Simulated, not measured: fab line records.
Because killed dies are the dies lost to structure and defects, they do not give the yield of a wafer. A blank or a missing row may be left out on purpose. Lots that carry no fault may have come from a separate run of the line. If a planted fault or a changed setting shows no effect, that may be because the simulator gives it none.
2 desks looking at one fault | flow gf180mcu | each desk has only its own numbers; what lay behind them comes last

## FOR THE TOOL OWNER'S DESK: implanter-02
GF_VT_IMPLANT_IMPLANT_41, tool's own readings: per-lot mean of the sampled wafers with a number, covering each lot this tool ran. If a lot's mean is further than 4 standard deviations from the usual mean, the lot is out of limits and carries the mark OUT (the distance appears in the brackets).
Columns: A = dose ions cm2 at GF_VT_IMPLANT_IMPLANT_41, usual 1.0131e+12; B = faraday current uA at GF_VT_IMPLANT_IMPLANT_41, usual 5.71
lot  | first seen here | A                            | B
L213 | day 9 06:01     | 1.0133e+12                   | 5.71
L214 | day 9 07:56     | 1.0130e+12                   | 5.62
L216 | day 9 22:58     | 1.0124e+12                   | 5.74
L217 | day 10 07:04    | 1.0147e+12                   | 5.79
L219 | day 10 17:52    | 1.0130e+12                   | 5.78
L220 | day 10 20:46    | 1.4245e+12 (+99 or more) OUT | 8.02 (+21) OUT
L224 | day 12 02:28    | 1.4252e+12 (+99 or more) OUT | 7.95 (+20) OUT
Finding of this desk: L220, L224 out of limits; the first was L220 at day 10 20:46, on dose ions cm2 at GF_VT_IMPLANT_IMPLANT_41. L213, L214, L216, L217, L219 stayed within limits.

## METROLOGY DESK
Lot by lot, what the gauges showed, no matter which tool ran the lot: averages of those sampled wafers that carry a number. If a lot's mean is further than 4 standard deviations from the usual mean, the lot is out of limits and carries the mark OUT (the distance appears in the brackets).
Columns: A = STI_OXIDATION_02_THK at GF_STI_THK_MEAS_30, usual 9.96 nm; B = VT_IMPLANT_4_TW at GF_VT_IMPLANT_TW_MEAS_43, usual 690
lot  | first seen here | A     | B
L213 | day 3 13:17     | 10.16 | 685
L214 | day 3 16:04     | 9.85  | 690
L215 | day 3 20:09     | 10.03 | 688
L216 | day 4 03:11     | 9.90  | 690
L217 | day 4 08:37     | 9.85  | 682
L218 | day 4 11:33     | 9.95  | 698
L219 | day 4 15:55     | 10.02 | 684
L220 | day 4 19:08     | 9.95  | 775 (+15) OUT
L224 | day 5 16:50     | 9.89  | 776 (+15) OUT
L228 | day 6 13:13     | 9.72  | 684
L230 | day 6 22:55     | 10.06 | 696
L231 | day 7 11:17     | 10.01 | 691
Per this desk, out of limits: L220, L224; the first was L220, day 10 21:01 (VT_IMPLANT_4_TW at GF_VT_IMPLANT_TW_MEAS_43). L213, L214, L215, L216, L217, L218, L219, L228, L230, L231 stayed within limits.

## BROUGHT TOGETHER
The tool owner's desk could have raised an alarm at day 10 20:46, on L220, L224.
On L220, L224, the metrology desk was in a position to raise an alarm at day 10 21:01.
Every lot named ran GF_VT_IMPLANT_IMPLANT_41 on implanter-02.

## WHAT WAS PUT IN BY THE SIMULATOR
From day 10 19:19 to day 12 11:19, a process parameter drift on implanter-02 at GF_VT_IMPLANT_IMPLANT_41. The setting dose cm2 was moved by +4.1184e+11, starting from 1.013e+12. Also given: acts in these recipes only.
Shown lots that were struck: L220, L224.
Delay (hours) between the fault's onset and each desk's first out-of-limits reading: 1 at the tool owner's desk, 2 at the metrology desk.
